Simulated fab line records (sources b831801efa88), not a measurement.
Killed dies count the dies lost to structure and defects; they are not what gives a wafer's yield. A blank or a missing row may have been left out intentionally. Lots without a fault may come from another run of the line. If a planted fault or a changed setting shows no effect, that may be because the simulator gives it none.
Which tool is to blame?	flow sky130	Sampling: 13 lots, 39 wafers, 6 of 708 route steps

## WHAT THE GAUGES READ, wafer by wafer
SKY_LDD_HVP_OVL_MEAS_07.
lot	measured	on	LDD_HVP_OVL (nm)
L841	day 21 21:59	overlay-01	-0.8 1.0 -0.8
L842	day 22 07:25	overlay-01	1.5 1.6 1.6
L843	day 22 15:45	overlay-02	-0.4 0.8 1.0
L844	day 22 19:14	overlay-01	2.0 1.8 0.9
L845	day 23 03:35	overlay-01	0.3 -0.6 -1.1
L846	day 23 15:09	overlay-02	0.8 2.7 0.0
L847	day 23 22:35	overlay-01	0.0 -1.3 -0.7
L849	day 24 20:20	overlay-01	-0.1 -1.1 0.6
L850	day 24 21:37	overlay-01	-0.6 -1.1 1.3
L852	day 25 12:37	overlay-01	-1.1 -0.4 -0.5
L853	day 26 04:20	overlay-02	-1.6 0.8 0.3
L856	day 27 08:13	overlay-01	0.8 0.1 -0.3
L857	day 27 11:26	overlay-02	- - -

SKY_LDD_HVP_TW_MEAS_10.
lot	measured	on	LDD_HVP_TW
L841	day 21 22:16	film metro-01	452.6 453.0 452.8
L842	day 22 07:43	film metro-02	454.2 453.6 452.6
L843	day 22 16:02	film metro-02	453.3 449.0 452.1
L844	day 22 19:31	film metro-02	454.5 452.8 452.6
L845	day 23 03:53	film metro-01	456.2 455.1 453.1
L846	day 23 15:26	film metro-01	452.6 453.2 455.0
L847	day 23 22:53	film metro-01	453.3 452.5 452.0
L849	day 24 20:38	film metro-01	452.4 452.3 453.8
L850	day 24 21:55	film metro-01	454.6 453.3 453.7
L852	day 25 12:55	film metro-03	458.5 458.9 459.9
L853	day 26 04:38	film metro-03	456.1 458.0 458.3
L856	day 27 08:30	film metro-01	452.9 452.8 453.8
L857	day 27 11:44	film metro-03	30.3 30.1 30.1

SKY_LOCAL_INTERCONNECT_CD_MEAS_11 targets a cd of 170 nm.
lot	measured	on	cd nm (nm)
L841	day 30 16:35	cd sem-01	169.6 169.0 168.8
L842	day 31 00:35	cd sem-01	171.1 172.1 172.3
L843	day 31 08:34	cd sem-01	167.0 168.6 168.1
L844	day 31 10:13	cd sem-02	168.8 170.3 168.9
L845	day 31 19:08	cd sem-01	170.9 168.6 169.6
L846	day 32 04:10	cd sem-01	167.2 169.6 170.7
L847	day 32 12:52	cd sem-02	169.4 169.5 168.5
L849	day 33 07:05	cd sem-02	170.5 171.2 169.5
L850	day 33 07:35	cd sem-01	169.7 168.5 169.0
L852	day 33 22:34	cd sem-02	166.3 166.2 167.9
L853	day 34 12:05	cd sem-02	168.6 171.0 168.0
L856	day 35 11:47	cd sem-02	169.6 170.9 169.5
L857	day 35 17:58	cd sem-01	170.0 170.0 170.6

## WHICH TOOL RAN EACH LOT (tool, then ch and the chambers of the sampled wafers, then the start)
lot	SKY_VT_ADJUST_LVTN_STRIP_09	SKY_VT_ADJUST_PCH_STRIP_09	SKY_LDD_HVP_EXPOSE_04
L841	plasma asher-02 ch 0,1, day 7 06:11	plasma asher-04 ch 0,1, day 10 17:59	iline stepper-01 ch 0, day 21 06:19
L842	plasma asher-02 ch 0,1, day 7 12:02	plasma asher-02 ch 0,1, day 11 01:01	iline stepper-01 ch 0, day 21 16:11
L843	plasma asher-02 ch 0,1, day 7 16:52	plasma asher-01 ch 0,1, day 11 06:34	iline stepper-01 ch 0, day 22 00:52
L844	plasma asher-03 ch 0,1, day 7 20:31	plasma asher-02 ch 0,1, day 11 09:01	iline stepper-01 ch 0, day 22 04:22
L845	plasma asher-02 ch 0,1, day 8 03:16	plasma asher-04 ch 0,1, day 11 17:41	iline stepper-01 ch 0, day 22 12:23
L846	plasma asher-02 ch 0,1, day 8 08:26	plasma asher-02 ch 0,1, day 12 00:46	iline stepper-01 ch 0, day 23 00:41
L847	plasma asher-02 ch 0,1, day 8 17:01	plasma asher-02 ch 0,1, day 12 09:29	iline stepper-01 ch 0, day 23 07:53
L849	plasma asher-02 ch 0,1, day 9 02:32	plasma asher-01 ch 0,1, day 12 20:38	iline stepper-02 ch 0, day 24 04:49
L850	plasma asher-04 ch 0,1, day 9 07:38	plasma asher-04 ch 0,1, day 13 02:31	iline stepper-01 ch 0, day 24 06:11
L852	plasma asher-02 ch 0,1, day 9 20:59	plasma asher-02 ch 0,1, day 13 19:10	iline stepper-02 ch 0, day 24 22:57
L853	plasma asher-02 ch 0, day 10 03:56	plasma asher-02 ch 1, day 14 05:37	iline stepper-02 ch 0, day 25 13:14
L856	plasma asher-04 ch 0,1, day 11 04:10	plasma asher-01 ch 0,1, day 15 09:04	iline stepper-02 ch 0, day 26 17:34
L857	plasma asher-04 ch 0,1, day 11 05:38	plasma asher-02 ch 0,1, day 15 10:29	iline stepper-02 ch 0, day 26 21:26
- SKY_VT_ADJUST_LVTN_STRIP_09: strips in O2/N2.
- SKY_VT_ADJUST_PCH_STRIP_09: strips in O2/N2.
- SKY_LDD_HVP_EXPOSE_04: exposes mask HVPTM, target cd 700 nm.

## WHAT THE TOOLS THEMSELVES READ (means of the sampled wafers that have a number; where no wafer has one, the mark that the record gives instead)
SKY_VT_ADJUST_LVTN_STRIP_09.
lot	tool	drypump motor current A (A)	oes product au (a.u.)	strip time to endpoint s (s)
L841	plasma asher-02	5.62	0.720	37.02
L842	plasma asher-02	5.49	0.723	36.91
L843	plasma asher-02	5.47	0.721	36.97
L844	plasma asher-03	6.11	0.723	37.06
L845	plasma asher-02	5.62	0.723	36.85
L846	plasma asher-02	5.63	0.715	37.05
L847	plasma asher-02	5.61	0.721	37.01
L849	plasma asher-02	5.60	0.718	37.01
L850	plasma asher-04	5.80	0.721	36.92
L852	plasma asher-02	5.48	0.720	36.84
L853	plasma asher-02	5.76	0.722	36.91
L856	plasma asher-04	5.79	0.721	36.84
L857	plasma asher-04	5.80	0.721	36.94

SKY_VT_ADJUST_PCH_STRIP_09.
lot	tool	drypump motor current A (A)	oes product au (a.u.)	strip time to endpoint s (s)
L841	plasma asher-04	5.79	0.723	36.91
L842	plasma asher-02	5.49	0.722	36.99
L843	plasma asher-01	5.82	0.723	36.99
L844	plasma asher-02	5.47	0.724	36.97
L845	plasma asher-04	5.80	0.724	36.89
L846	plasma asher-02	5.46	0.726	37.01
L847	plasma asher-02	5.61	0.724	37.09
L849	plasma asher-01	5.62	0.723	36.88
L850	plasma asher-04	5.76	0.721	36.94
L852	plasma asher-02	5.61	0.722	36.81
L853	plasma asher-02	5.33	0.720	36.80
L856	plasma asher-01	5.62	0.723	36.85
L857	plasma asher-02	5.62	0.720	36.98

## THE ANSWER, worked out from the rows above alone
Rule: usual is defined by the lots themselves. The widest of any qualifying gaps counts: lots, ordered by their means at a reading, are off when they make up no more than a third of the lots, leave a main group of 4 or more, and stand apart from it by 3 or more times the standard deviation of that group's means. Not used: any main group whose means are identical at the precision the tables above print for the reading. A lot without any number at a reading at which 4 lots or more have one is off too. All remaining lots with rows at the step are treated as sound. The gauges are gone through in route order, then the tools' own readings, and for those a lot's mean is taken as printed above. At the first step where some lot is off, the reading lying furthest off is the one used; lots without a number count as furthest.
Off: L857, at SKY_LDD_HVP_OVL_MEAS_07 (LDD_HVP_OVL). Without a number there: L857. Mean 0.2 nm and standard deviation 0.78 in the main group.
A tool fits if, at a process step before that reading, it ran every lot that is off, and no sound lot after the first of them. Not tried: the gauges at SKY_LDD_HVP_OVL_MEAS_07; whatever is off there is also off at SKY_LDD_HVP_TW_MEAS_10, on other tools, and gauge error can't account for it. Can't be told from this: 3 tools fit, plasma asher-04 at SKY_VT_ADJUST_LVTN_STRIP_09, plasma asher-02 at SKY_VT_ADJUST_PCH_STRIP_09, iline stepper-02 at SKY_LDD_HVP_EXPOSE_04.

## WHAT THE SIMULATOR HAD PUT IN
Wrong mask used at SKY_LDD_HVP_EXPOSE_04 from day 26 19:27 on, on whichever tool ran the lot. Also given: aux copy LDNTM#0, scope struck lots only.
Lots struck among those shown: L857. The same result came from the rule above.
